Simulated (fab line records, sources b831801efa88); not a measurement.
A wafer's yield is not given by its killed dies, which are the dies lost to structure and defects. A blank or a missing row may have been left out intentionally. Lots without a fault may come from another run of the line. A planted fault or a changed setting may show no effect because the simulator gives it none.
The tool behind it: which one? / flow gf180mcu / Sampling: 11 lots, 33 wafers, 4 of 602 route steps

## WHAT THE GAUGES SHOWED, per wafer
GF_V4_THK_MEAS_03. Usual: V4_CVD_02_THK typically reads 853 nm, with standard deviation 9.2.
lot=L994; measured=day 23 05:45; on=film metro-02; V4_CVD_02_THK (nm)=852 861 856; flag=
lot=L997; measured=day 24 15:14; on=film metro-02; V4_CVD_02_THK (nm)=858 852 861; flag=
lot=L999; measured=day 25 11:13; on=film metro-02; V4_CVD_02_THK (nm)=853 842 856; flag=
lot=L100; measured=day 25 22:29; on=film metro-01; V4_CVD_02_THK (nm)=847 856 852; flag=
lot=L101; measured=day 26 03:47; on=film metro-03; V4_CVD_02_THK (nm)=858 877 867; flag=
lot=L103; measured=day 27 01:47; on=film metro-01; V4_CVD_02_THK (nm)=849 857 858; flag=
lot=L110; measured=day 28 18:22; on=film metro-01; V4_CVD_02_THK (nm)=1204 1197 853; flag=OFF
lot=L112; measured=day 29 04:38; on=film metro-03; V4_CVD_02_THK (nm)=843 1197 1219; flag=OFF
lot=L114; measured=day 29 19:19; on=film metro-03; V4_CVD_02_THK (nm)=841 863 850; flag=
lot=L115; measured=day 30 12:56; on=film metro-01; V4_CVD_02_THK (nm)=834 853 844; flag=
lot=L117; measured=day 30 15:20; on=film metro-03; V4_CVD_02_THK (nm)=845 857 856; flag=

## WHAT TOOL EACH LOT RAN ON (gives the tool, then ch and the chambers of the sampled wafers, and finally the start)
lot=L994; GF_M3_SPUTTER_03=pvd sputter-01, day 20 03:02; GF_M4_SPUTTER_04=pvd sputter-04, day 22 05:44; GF_V4_CVD_02=pecvd-04 ch 0,2, day 23 05:41
lot=L997; GF_M3_SPUTTER_03=pvd sputter-03, day 21 14:27; GF_M4_SPUTTER_04=pvd sputter-01, day 23 15:42; GF_V4_CVD_02=pecvd-03 ch 0,1,2, day 24 15:10
lot=L999; GF_M3_SPUTTER_03=pvd sputter-03, day 22 13:14; GF_M4_SPUTTER_04=pvd sputter-01, day 24 12:49; GF_V4_CVD_02=pecvd-03 ch 0,1, day 25 11:08
lot=L100; GF_M3_SPUTTER_03=pvd sputter-01, day 22 23:14; GF_M4_SPUTTER_04=pvd sputter-01, day 25 00:26; GF_V4_CVD_02=pecvd-01 ch 0,1, day 25 22:25
lot=L101; GF_M3_SPUTTER_03=pvd sputter-01, day 23 05:27; GF_M4_SPUTTER_04=pvd sputter-01, day 25 05:25; GF_V4_CVD_02=pecvd-01 ch 0,1, day 26 03:43
lot=L103; GF_M3_SPUTTER_03=pvd sputter-03, day 24 04:14; GF_M4_SPUTTER_04=pvd sputter-04, day 26 04:06; GF_V4_CVD_02=pecvd-03 ch 1,2, day 27 01:42
lot=L110; GF_M3_SPUTTER_03=pvd sputter-03, day 26 02:05; GF_M4_SPUTTER_04=pvd sputter-04, day 27 22:35; GF_V4_CVD_02=pecvd-01 ch 0,1,2, day 28 18:17
lot=L112; GF_M3_SPUTTER_03=pvd sputter-01, day 26 13:55; GF_M4_SPUTTER_04=pvd sputter-04, day 28 08:53; GF_V4_CVD_02=pecvd-01 ch 0,1, day 29 04:34
lot=L114; GF_M3_SPUTTER_03=pvd sputter-01, day 27 04:13; GF_M4_SPUTTER_04=pvd sputter-03, day 28 23:38; GF_V4_CVD_02=pecvd-03 ch 0,2, day 29 19:14
lot=L115; GF_M3_SPUTTER_03=pvd sputter-03, day 27 23:30; GF_M4_SPUTTER_04=pvd sputter-01, day 29 17:16; GF_V4_CVD_02=pecvd-04 ch 0,1,2, day 30 12:52
lot=L117; GF_M3_SPUTTER_03=pvd sputter-02, day 28 02:37; GF_M4_SPUTTER_04=pvd sputter-01, day 29 20:05; GF_V4_CVD_02=pecvd-04 ch 0,1, day 30 15:15
- GF_M3_SPUTTER_03: material Ti, target thk 10 nm, time 6.7 s.
- GF_M4_SPUTTER_04: material TiN, target thk 50 nm, time 41.7 s.
- GF_V4_CVD_02: deposits SiO2 from TEOS, target thk 850 nm, time 94.851 s.

## AS READ BY THE TOOLS THEMSELVES (means over the sampled wafers that have a number; for cases with no such wafer, the mark the record gives instead)
GF_M3_SPUTTER_03. Usual: throttle valve pct 30.1 %, standard deviation 0.95.
lot=L994; tool=pvd sputter-01; throttle valve pct (%)=30.0; flag=
lot=L997; tool=pvd sputter-03; throttle valve pct (%)=30.1; flag=
lot=L999; tool=pvd sputter-03; throttle valve pct (%)=29.9; flag=
lot=L100; tool=pvd sputter-01; throttle valve pct (%)=30.2; flag=
lot=L101; tool=pvd sputter-01; throttle valve pct (%)=30.9; flag=
lot=L103; tool=pvd sputter-03; throttle valve pct (%)=29.8; flag=
lot=L110; tool=pvd sputter-03; throttle valve pct (%)=30.3; flag=
lot=L112; tool=pvd sputter-01; throttle valve pct (%)=30.2; flag=
lot=L114; tool=pvd sputter-01; throttle valve pct (%)=30.5; flag=
lot=L115; tool=pvd sputter-03; throttle valve pct (%)=29.4; flag=
lot=L117; tool=pvd sputter-02; throttle valve pct (%)=30.0; flag=

GF_M4_SPUTTER_04. Usual: throttle valve pct 30.3 %, standard deviation 0.85.
lot=L994; tool=pvd sputter-04; throttle valve pct (%)=30.8; flag=
lot=L997; tool=pvd sputter-01; throttle valve pct (%)=30.0; flag=
lot=L999; tool=pvd sputter-01; throttle valve pct (%)=30.1; flag=
lot=L100; tool=pvd sputter-01; throttle valve pct (%)=30.9; flag=
lot=L101; tool=pvd sputter-01; throttle valve pct (%)=30.5; flag=
lot=L103; tool=pvd sputter-04; throttle valve pct (%)=31.0; flag=
lot=L110; tool=pvd sputter-04; throttle valve pct (%)=30.5; flag=
lot=L112; tool=pvd sputter-04; throttle valve pct (%)=30.5; flag=
lot=L114; tool=pvd sputter-03; throttle valve pct (%)=29.6; flag=
lot=L115; tool=pvd sputter-01; throttle valve pct (%)=29.2; flag=
lot=L117; tool=pvd sputter-01; throttle valve pct (%)=30.9; flag=

GF_V4_CVD_02. Usual: heater power w 648 W, standard deviation 67.
lot=L994; tool=pecvd-04; heater power w (W)=602; flag=
lot=L997; tool=pecvd-03; heater power w (W)=714; flag=
lot=L999; tool=pecvd-03; heater power w (W)=655; flag=
lot=L100; tool=pecvd-01; heater power w (W)=662; flag=
lot=L101; tool=pecvd-01; heater power w (W)=631; flag=
lot=L103; tool=pecvd-03; heater power w (W)=726; flag=
lot=L110; tool=pecvd-01; heater power w (W)=635; flag=
lot=L112; tool=pecvd-01; heater power w (W)=670; flag=
lot=L114; tool=pecvd-03; heater power w (W)=643; flag=
lot=L115; tool=pecvd-04; heater power w (W)=593; flag=
lot=L117; tool=pecvd-04; heater power w (W)=562; flag=

## THE ANSWER, worked out from the rows above alone
Rule: a lot is off if the mean of its wafers that have a number lies more than 3 standard deviations from the usual mean. Also off: a lot with no number at a reading for which 4 or more lots have one. The other lots that the step has rows for count as sound. After the gauges, taken in route order, come the tools' own readings; for these a lot's mean is taken, as printed above. The first step at which some lot is off is used, and at that step the reading that is off furthest; a lot without a number counts as furthest.
Off: L110, L112, at GF_V4_THK_MEAS_03 (V4_CVD_02_THK).
If a tool, at a process step before that reading, ran all the lots that are off and no sound lot after the first of them, it fits. Gauges at GF_V4_THK_MEAS_03: tried the same way as those tools. Undecided on this evidence; 2 tools fit (pvd sputter-04 at GF_M4_SPUTTER_04, pecvd-01 at GF_V4_CVD_02).

## WHAT THE SIMULATOR HAD INSERTED
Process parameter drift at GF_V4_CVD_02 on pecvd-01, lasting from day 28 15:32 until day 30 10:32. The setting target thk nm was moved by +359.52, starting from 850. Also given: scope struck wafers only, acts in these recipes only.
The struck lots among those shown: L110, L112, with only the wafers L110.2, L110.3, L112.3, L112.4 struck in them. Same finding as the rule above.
